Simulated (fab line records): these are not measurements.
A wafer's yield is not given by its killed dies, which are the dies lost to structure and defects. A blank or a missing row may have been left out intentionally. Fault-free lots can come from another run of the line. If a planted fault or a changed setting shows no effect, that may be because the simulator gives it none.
fab line records    flow sfq_line
[record] lots = 7  wafers = 21  last_day = 90
route steps=325 shown I0@53 M1@58
lots that met no fault: from a run of the same line without faults
start_h: hours from the record's first day to the start of the lot's first wafer shown    wait_h: how many hours have passed since the lot's step before this one    " the same as in the row above    L1.1+2: several wafers, shown together as one row    - no value, or no start given    * or withheld: withheld    < > ~ a bound
route shown NAME@n: a module of which the file shows steps, and the number in the route of the first    usual: mean and standard deviation over wafers with no fault    same: alike in all rows    chamber/n: place in a boat    sites: each site's reading    _std_site: the standard deviation of these    _edge_site: inner sites' mean taken away from outer sites' mean    radius_mm: how far each site lies from the wafer's centre    mask NAME#n: copy n    behind: the last tool/chamber to shape the wafer    hold: what put the lot on hold/how long, in hours/how the hold closed    device: which transistor (n, p or np) failed to switch    end of line: tests of these same wafers at the route's end    step lacking rows: just its recipe    killed: at the first sort, the dies lost to defects and structure; wafer yield is something else    map: dies across one wafer; x = killed, . = not, _ = none there
set.NAME: the setting as run; set.NAME@STEP: as run at that earlier step    model.NAME: the simulator's own value behind a step, which no gauge read
lots at some steps of the route; a table a step, a row a wafer
services: a tool's chamber out of use, with start hour (start_h, from the record's first day; less than 0 if before it), hours out, and reason
[[steps]]
[step SFQ_I0_OVL_MEAS_908]
[usual] I0_OVL = 3/5
lot.wafer  tool        chamber  start_h  wait_h  I0_OVL[nm]
L564.1     overlay-01  -        357.94   0.1     0
L564.3     "           -        "        "       2
L564.4     "           -        "        "       1
L567.2     overlay-02  -        408.60   0.1     6
L567.5     "           -        "        "       5
L567.6     "           -        "        "       1
L569.2     overlay-01  -        426.44   0.1     15
L569.3     "           -        "        "       10
L569.6     "           -        "        "       11
L570.1     overlay-02  -        440.56   0.1     12
L570.5     "           -        "        "       11
L570.6     "           -        "        "       10
L574.3     overlay-02  -        472.43   0.1     5
L574.5     "           -        "        "       2
L574.6     "           -        "        "       6
L575.2     overlay-01  -        492.83   0.1     -8
L575.5     "           -        "        "       -1
L575.6     "           -        "        "       -6
L576.1     overlay-01  -        507.79   0.1     4
L576.4     "           -        "        "       2
L576.6     "           -        "        "       5
[step SFQ_TRILAYER_I0_VIA_BARC_OPEN_VIA_ETCH_046]
[recipe] mask_material = PR  chemistry = O2  target_depth_nm = 125  target = BARC  source_w = 500  bias_w = 80  pressure_mtorr = 30  time_s = 41.7
[usual] drypump_motor_current_A = 5.9/0.51  oes_product_au = 0.685/0.0046
lot.wafer  tool         chamber  start_h  wait_h  drypump_motor_current_A  oes_product_au  rf_hours_counter_h
L564.1     rie_diel-01  3        357.98   0.0     6.6                      0.686           12
L564.3     "            1        "        "       6.2                      0.679           90
L564.4     "            0        "        "       5.8                      0.687           6
L567.2     rie_diel-02  1        408.63   0.0     5.8                      0.683           103
L567.5     "            0        "        "       6.2                      0.683           -
L567.6     "            1        "        "       5.8                      0.687           -
L569.2     rie_diel-03  1        426.47   0.0     5.7                      0.677           12
L569.3     "            1        "        "       5.7                      0.690           -
L569.6     "            3        "        "       4.9                      0.689           -
L570.1     rie_diel-01  1        440.60   0.0     6.2                      0.685           91
L570.5     "            1        "        "       6.2                      0.684           -
L570.6     "            0        "        "       5.8                      0.681           -
L574.3     rie_diel-02  3        472.46   0.0     6.1                      0.691           101
L574.5     "            3        "        "       6.1                      0.685           -
L574.6     "            0        "        "       6.2                      0.692           -
L575.2     rie_diel-02  3        492.86   0.0     6.2                      0.677           0
L575.5     "            1        "        "       5.8                      0.683           -
L575.6     "            3        "        "       6.2                      0.676           -
L576.1     rie_diel-03  3        507.83   0.0     4.9                      0.684           5
L576.4     "            1        "        "       5.7                      0.680           13
L576.6     "            3        "        "       4.9                      0.674           -
[step SFQ_TRILAYER_I0_VIA_ETCH_VIA_ETCH_034]
[recipe] target = SiO2  stop_on = Nb  mask_material = PR  taper_deg = 20  chemistry = CHF3  target_depth_nm = 260  source_w = 500  bias_w = 80  pressure_mtorr = 30  time_s = withheld
[usual] drypump_motor_current_A = 5.9/0.51  oes_product_au = 0.855/0.0045
lot.wafer  tool         chamber  start_h  wait_h  drypump_motor_current_A  oes_product_au
L564.1     rie_diel-01  3        358.02   0.0     6.6                      0.856
L564.3     "            1        "        "       6.2                      0.849
L564.4     "            0        "        "       5.8                      0.854
L567.2     rie_diel-02  1        408.69   0.0     5.8                      0.855
L567.5     "            0        "        "       6.2                      0.854
L567.6     "            1        "        "       5.8                      0.849
L569.2     rie_diel-03  1        426.53   0.0     5.7                      0.858
L569.3     "            1        "        "       5.7                      0.860
L569.6     "            3        "        "       4.9                      0.854
L570.1     rie_diel-01  1        440.64   0.0     6.2                      0.853
L570.5     "            1        "        "       6.2                      0.857
L570.6     "            0        "        "       5.8                      0.853
L574.3     rie_diel-02  3        472.50   0.0     6.1                      0.856
L574.5     "            3        "        "       6.2                      0.863
L574.6     "            0        "        "       6.2                      0.850
L575.2     rie_diel-02  3        492.90   0.0     6.2                      0.850
L575.5     "            1        "        "       5.8                      0.860
L575.6     "            3        "        "       6.2                      0.857
L576.1     rie_diel-03  3        507.87   0.0     4.9                      0.853
L576.4     "            1        "        "       5.7                      0.859
L576.6     "            3        "        "       4.9                      0.855
[step SFQ_TRILAYER_I0_VIA_STRIP_STRIP_035]
[recipe] gas = O2  power_w = 200  platen_temp_c = 40  overash_fraction = 0.65  chemistry = O2  pressure_mtorr = 50
[usual] drypump_motor_current_A = 6.2/0.44  oes_product_au = 1.000/0.0076
lot.wafer  tool          chamber  start_h  wait_h  drypump_motor_current_A  oes_product_au  rf_hours_counter_h
L564.1     rie_metal-03  0        358.13   -       5.5                      1.001           88
L564.3     "             0        "        "       5.5                      0.989           -
L564.4     "             1        "        "       6.3                      0.998           -
L567.2     rie_metal-02  0        408.86   -       6.4                      0.992           150
L567.5     "             0        "        "       6.4                      0.992           -
L567.6     "             1        "        "       6.8                      1.008           -
L569.2     rie_metal-03  1        426.70   -       6.3                      1.001           49
L569.3     "             0        "        "       5.5                      0.987           -
L569.6     "             0        "        "       5.5                      0.991           -
L570.1     rie_metal-02  0        440.75   -       6.4                      1.005           154
L570.5     "             1        "        "       6.8                      1.007           -
L570.6     "             0        "        "       6.4                      1.007           -
L574.3     rie_metal-01  0        472.81   -       5.7                      0.984           -
L574.5     "             0        "        "       5.7                      0.995           -
L574.6     "             1        "        "       5.9                      0.995           -
L575.2     rie_metal-03  0        493.01   -       5.5                      0.996           105
L575.5     "             1        "        "       6.3                      1.010           -
L575.6     "             0        "        "       5.4                      1.002           -
L576.1     rie_metal-01  0        507.98   -       5.7                      0.999           50
L576.4     "             0        "        "       5.7                      1.002           -
L576.6     "             1        "        "       5.9                      1.004           -
[step SFQ_TRILAYER_I0_VIA_STRIP_SOLV_CLEAN_036]
[recipe] chemistry = NMP  temp_c = 70  time_s = 600
[step SFQ_TRILAYER_M1_DEP_PRE_CLEAN_038]
[recipe] gas = Ar  time_s = 22.5  bias_v = 250
[step SFQ_TRILAYER_M1_DEP_SPUTTER_037]
[recipe] material = Nb  base_pressure_pa = 1.33e-06  chamber_pressure_pa = 0.1333  substrate_temp_c = 20  resputter_cathode_voltage_v = 400  target_thk_nm = 200  power_w = 2000  time_s = 133.3
[usual] throttle_valve_pct = 29.7/0.91
lot.wafer  tool            chamber  start_h  wait_h  throttle_valve_pct
L564.1     pvd_sputter-04  -        358.93   0.0     31.2
L564.3     "               -        "        "       28.5
L564.4     "               -        "        "       28.9
L567.2     pvd_sputter-04  -        409.66   0.0     31.5
L567.5     "               -        "        "       29.1
L567.6     "               -        "        "       30.3
L569.2     pvd_sputter-04  -        427.50   0.0     31.2
L569.3     "               -        "        "       28.8
L569.6     "               -        "        "       30.0
L570.1     pvd_sputter-03  -        441.56   0.0     29.4
L570.5     "               -        "        "       30.4
L570.6     "               -        "        "       29.6
L574.3     pvd_sputter-03  -        473.42   0.0     30.0
L574.5     "               -        "        "       29.6
L574.6     "               -        "        "       28.4
L575.2     pvd_sputter-03  -        493.82   0.0     28.0
L575.5     "               -        "        "       30.2
L575.6     "               -        "        "       29.8
L576.1     pvd_sputter-04  -        508.80   0.0     31.4
L576.4     "               -        "        "       30.4
L576.6     "               -        "        "       30.2
[step SFQ_M1_RS_MEAS_909]
[recipe] thk_meas_gauge = four-point-probe  reads = Nb_of_TRILAYER_M1_DEP_SPUTTER_037
[usual] M1_NB_RS = 0.887/0.0081
lot.wafer  tool           chamber  start_h  wait_h  M1_NB_RS[ohm/sq]
L564.1     film_metro-01  -        359.03   0.0     0.893
L564.3     "              -        "        "       0.906
L564.4     "              -        "        "       0.909
L567.2     film_metro-03  -        409.77   0.1     0.892
L567.5     "              -        "        "       0.887
L567.6     "              -        "        "       0.894
L569.2     film_metro-03  -        427.62   0.1     0.898
L569.3     "              -        "        "       0.894
L569.6     "              -        "        "       0.904
L570.1     film_metro-03  -        441.65   0.0     0.879
L570.5     "              -        "        "       0.875
L570.6     "              -        "        "       0.884
L574.3     film_metro-01  -        473.55   0.1     0.886
L574.5     "              -        "        "       0.899
L574.6     "              -        "        "       0.898
L575.2     film_metro-01  -        493.93   0.1     0.902
L575.5     "              -        "        "       0.894
L575.6     "              -        "        "       0.899
L576.1     film_metro-04  -        508.89   0.0     0.881
L576.4     "              -        "        "       0.890
L576.6     "              -        "        "       0.887
[step SFQ_TRILAYER_M1_LITHO_COAT_044]
[recipe] resist = BARC  spin_rpm = 3000  resist_thk_nm = 62
[step SFQ_TRILAYER_M1_LITHO_COAT_039]
[recipe] resist = KrF  spin_rpm = 3000  resist_thk_nm = 600
[step SFQ_TRILAYER_M1_LITHO_SOFTBAKE_043]
[recipe] temp_c = withheld  time_s = withheld  resist = KrF
[step SFQ_TRILAYER_M1_LITHO_EXPOSE_040]
[recipe] mask_id = M1  na = 0.6  source_shape = conventional  sigma_outer = 0.65  target_cd_nm = 500  dose_mj = 14.4
[usual] exposure_dose_mJ_cm2 = 14.399/0.017
lot.wafer  tool            chamber  start_h  wait_h  mask  exposure_dose_mJ_cm2
L564.1     krf_scanner-02  0        510.52   -       M1#0  14.394
L564.3     "               0        "        "       M1#0  14.416
L564.4     "               0        "        "       M1#0  14.415
L567.2     krf_scanner-02  0        572.59   -       M1#0  14.388
L567.5     "               0        "        "       M1#0  14.381
L567.6     "               0        "        "       M1#0  14.369
L569.2     krf_scanner-01  0        592.45   -       M1#0  14.393
L569.3     "               0        "        "       M1#0  14.398
L569.6     "               0        "        "       M1#0  14.401
L570.1     krf_scanner-02  0        607.98   -       M1#0  14.402
L570.5     "               0        "        "       M1#0  14.391
L570.6     "               0        "        "       M1#0  14.399
L574.3     krf_scanner-01  0        621.57   -       M1#0  14.852
L574.5     "               0        "        "       M1#0  14.838
L574.6     "               0        "        "       M1#0  14.847
L575.2     krf_scanner-01  0        622.57   -       M1#0  14.864
L575.5     "               0        "        "       M1#0  14.854
L575.6     "               0        "        "       M1#0  14.848
L576.1     krf_scanner-01  0        623.57   -       M1#0  14.855
L576.4     "               0        "        "       M1#0  14.853
L576.6     "               0        "        "       M1#0  14.867
[step SFQ_TRILAYER_M1_LITHO_PEB_042]
[recipe] peb_temp_c = 115  peb_time_s = 60  resist = KrF
[step SFQ_TRILAYER_M1_LITHO_DEVELOP_041]
[recipe] time_s = 60  resist = KrF
[step SFQ_M1_OVL_MEAS_911]
[usual] M1_OVL = 1/4.9
lot.wafer  tool        chamber  start_h  wait_h  M1_OVL[nm]
L564.1     overlay-02  -        512.02   0.1     5
L564.3     "           -        "        "       3
L564.4     "           -        "        "       0
L567.2     overlay-01  -        573.89   0.1     -7
L567.5     "           -        "        "       -4
L567.6     "           -        "        "       -4
L569.2     overlay-01  -        593.76   0.1     -3
L569.3     "           -        "        "       -3
L569.6     "           -        "        "       -2
L570.1     overlay-02  -        609.48   0.1     -8
L570.5     "           -        "        "       -8
L570.6     "           -        "        "       -8
L574.3     overlay-01  -        622.69   0.1     7
L574.5     "           -        "        "       8
L574.6     "           -        "        "       4
L575.2     overlay-01  -        623.88   0.1     2
L575.5     "           -        "        "       8
L575.6     "           -        "        "       1
L576.1     overlay-01  -        625.07   0.1     -4
L576.4     "           -        "        "       1
L576.6     "           -        "        "       -2
[step SFQ_TRILAYER_M1_BARC_OPEN_METAL_ETCH_054]
[recipe] mask_material = PR  chemistry = O2  target_depth_nm = 125  target = BARC  icp_w = 600  bias_w = 80  pressure_mtorr = 10  time_s = 41.7
[usual] drypump_motor_current_A = 5.9/0.35  oes_product_au = 0.685/0.0041
lot.wafer  tool          chamber  start_h  wait_h  drypump_motor_current_A  oes_product_au  rf_hours_counter_h  model.M1.cd_nm
L564.1     rie_metal-03  1        512.05   0.0     6.3                      0.685           61                  499.4
L564.3     "             0        "        "       5.4                      0.686           -                   500.8
L564.4     "             1        "        "       6.3                      0.687           -                   502.3
L567.2     rie_metal-04  0        573.92   0.0     5.6                      0.679           14                  501.1
L567.5     "             0        "        "       5.7                      0.685           -                   501.8
L567.6     "             1        "        "       6.3                      0.688           -                   501.2
L569.2     rie_metal-03  0        593.79   0.0     5.5                      0.679           118                 497.5
L569.3     "             1        "        "       6.3                      0.688           -                   497.3
L569.6     "             0        "        "       5.5                      0.686           -                   496.6
L570.1     rie_metal-03  1        609.52   0.0     6.3                      0.683           73                  494.7
L570.5     "             1        "        "       6.3                      0.687           -                   496.1
L570.6     "             0        "        "       5.4                      0.690           -                   494.6
L574.3     rie_metal-03  1        622.73   0.0     6.3                      0.686           -                   493.1
L574.5     "             0        "        "       5.4                      0.686           -                   495
L574.6     "             1        "        "       6.3                      0.681           -                   494.1
L575.2     rie_metal-04  1        623.91   0.0     6.2                      0.687           134                 495.7
L575.5     "             1        "        "       6.2                      0.686           -                   493.8
L575.6     "             0        "        "       5.7                      0.680           -                   494.8
L576.1     rie_metal-03  0        625.11   0.0     5.4                      0.688           123                 495.5
L576.4     "             0        "        "       5.4                      0.683           -                   495.5
L576.6     "             0        "        "       5.4                      0.683           -                   494
[step SFQ_TRILAYER_M1_ETCH_METAL_ETCH_042]
[recipe] target = Nb  stop_on = SiO2  mask_material = PR  chemistry = Cl2/Ar  target_depth_nm = 240  icp_w = 600  bias_w = 80  pressure_mtorr = 10  time_s = 120
[usual] drypump_motor_current_A = 5.9/0.35  oes_product_au = 0.896/0.0068
lot.wafer  tool          chamber  start_h  wait_h  drypump_motor_current_A  oes_product_au  rf_hours_counter_h  model.M1.cd_nm
L564.1     rie_metal-03  1        512.11   0.0     6.3                      0.900           61                  498.7
L564.3     "             0        "        "       5.4                      0.884           -                   500.4
L564.4     "             1        "        "       6.3                      0.883           -                   501
L567.2     rie_metal-04  0        573.98   0.0     5.6                      0.894           14                  500.6
L567.5     "             0        "        "       5.6                      0.883           -                   500.4
L567.6     "             1        "        "       6.2                      0.893           -                   501.2
L569.2     rie_metal-03  0        593.85   0.0     5.5                      0.892           118                 497.2
L569.3     "             1        "        "       6.3                      0.880           -                   496.3
L569.6     "             0        "        "       5.5                      0.894           -                   497.9
L570.1     rie_metal-03  1        609.58   0.0     6.3                      0.895           74                  492.5
L570.5     "             1        "        "       6.3                      0.906           -                   495.1
L570.6     "             0        "        "       5.4                      0.895           -                   494.1
L574.3     rie_metal-03  1        622.81   0.1     6.3                      0.900           -                   491.7
L574.5     "             0        "        "       5.4                      0.884           -                   495.3
L574.6     "             1        "        "       6.3                      0.889           -                   492.4
L575.2     rie_metal-04  1        623.97   0.0     6.3                      0.889           134                 498.2
L575.5     "             1        "        "       6.2                      0.888           -                   495.4
L575.6     "             0        "        "       5.7                      0.890           -                   494.7
L576.1     rie_metal-03  0        625.17   0.0     5.4                      0.899           123                 496.5
L576.4     "             0        "        "       5.4                      0.892           -                   496.4
L576.6     "             0        "        "       5.4                      0.899           -                   494.9
[step SFQ_TRILAYER_M1_STRIP_STRIP_043]
[recipe] gas = O2  power_w = 200  platen_temp_c = 40  overash_fraction = 0.65  chemistry = O2  pressure_mtorr = 50
[usual] drypump_motor_current_A = 5.9/0.35  oes_product_au = 1.002/0.0084
lot.wafer  tool          chamber  start_h  wait_h  drypump_motor_current_A  oes_product_au  rf_hours_counter_h
L564.1     rie_metal-03  1        512.24   0.1     6.3                      1.003           61
L564.3     "             0        "        "       5.4                      1.003           -
L564.4     "             1        "        "       6.3                      1.003           -
L567.2     rie_metal-04  0        574.11   0.1     5.7                      1.003           14
L567.5     "             0        "        "       5.7                      1.014           -
L567.6     "             1        "        "       6.2                      1.004           -
L569.2     rie_metal-03  0        593.98   0.1     5.5                      0.986           118
L569.3     "             1        "        "       6.3                      0.987           -
L569.6     "             0        "        "       5.4                      0.981           -
L570.1     rie_metal-03  1        609.70   0.1     6.3                      1.003           74
L570.5     "             1        "        "       6.3                      1.000           -
L570.6     "             0        "        "       5.4                      0.994           -
L574.3     rie_metal-03  1        623.09   0.2     6.3                      1.008           -
L574.5     "             0        "        "       5.5                      0.988           -
L574.6     "             1        "        "       6.3                      0.990           -
L575.2     rie_metal-04  1        624.09   0.1     6.2                      1.010           134
L575.5     "             1        "        "       6.2                      1.001           -
L575.6     "             0        "        "       5.7                      1.011           -
L576.1     rie_metal-03  0        625.29   0.1     5.5                      0.998           123
L576.4     "             0        "        "       5.5                      1.004           -
L576.6     "             0        "        "       5.5                      1.005           -
[[services]]
tool            chamber  start_h  hours  kind
rie_diel-01     1        343.07   6.9    repair
krf_scanner-01  -        352.89   1.6    repair
krf_scanner-01  -        358.42   4.0    repair
rie_diel-02     2        362.16   11.5   repair
krf_scanner-01  -        378.17   1.0    pm
pvd_sputter-04  -        380.56   4.3    repair
rie_metal-04    -        388.99   1.4    pm
rie_diel-02     3        398.24   16.2   repair
rie_diel-02     2        407.33   9.0    repair
rie_diel-03     2        421.35   7.3    repair
pvd_sputter-04  -        421.94   4.6    repair
rie_diel-03     0        423.01   6.0    repair
rie_diel-02     3        425.43   3.4    repair
rie_diel-02     -        427.02   28.1   pm
rie_diel-01     1        429.14   2.3    repair
pvd_sputter-04  -        429.73   4.9    repair
rie_diel-03     -        431.58   14.6   pm
krf_scanner-01  -        433.34   0.8    pm
krf_scanner-01  -        437.98   0.3    repair
rie_diel-03     1        455.74   6.8    repair
rie_diel-02     1        495.68   6.3    repair
rie_metal-04    1        504.60   2.9    repair
rie_metal-03    -        525.62   2.8    pm
rie_diel-02     0        601.39   14.4   repair
[[key]]
[first_sign] step = SFQ_TRILAYER_M1_LITHO_EXPOSE_040  reading = exposure_dose_mJ_cm2  direction = up  sigmas = 26  usual = 14.399  struck = 14.853
effect none on later readings
[model_effect] step = SFQ_TRILAYER_M1_BARC_OPEN_METAL_ETCH_054  value = M1.cd_nm  without = 499.4  struck = 494.6
[model_effect] step = SFQ_TRILAYER_M1_ETCH_METAL_ETCH_042  value = M1.cd_nm  without = 499.8  struck = 495.1
met_at SFQ_TRILAYER_M1_LITHO_EXPOSE_040
struck_wafers L574.3,L574.5,L574.6,L575.2,L575.5,L575.6,L576.1,L576.4,L576.6
[fault] kind = process_parameter_drift  tool = krf_scanner-01  chamber = -  onset_h = 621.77  steps = SFQ_TRILAYER_M1_LITHO_EXPOSE_040  channel = dose_mj  offset = 0.43364  shape = step  acts_in = these_recipes_only  stated = 14.4
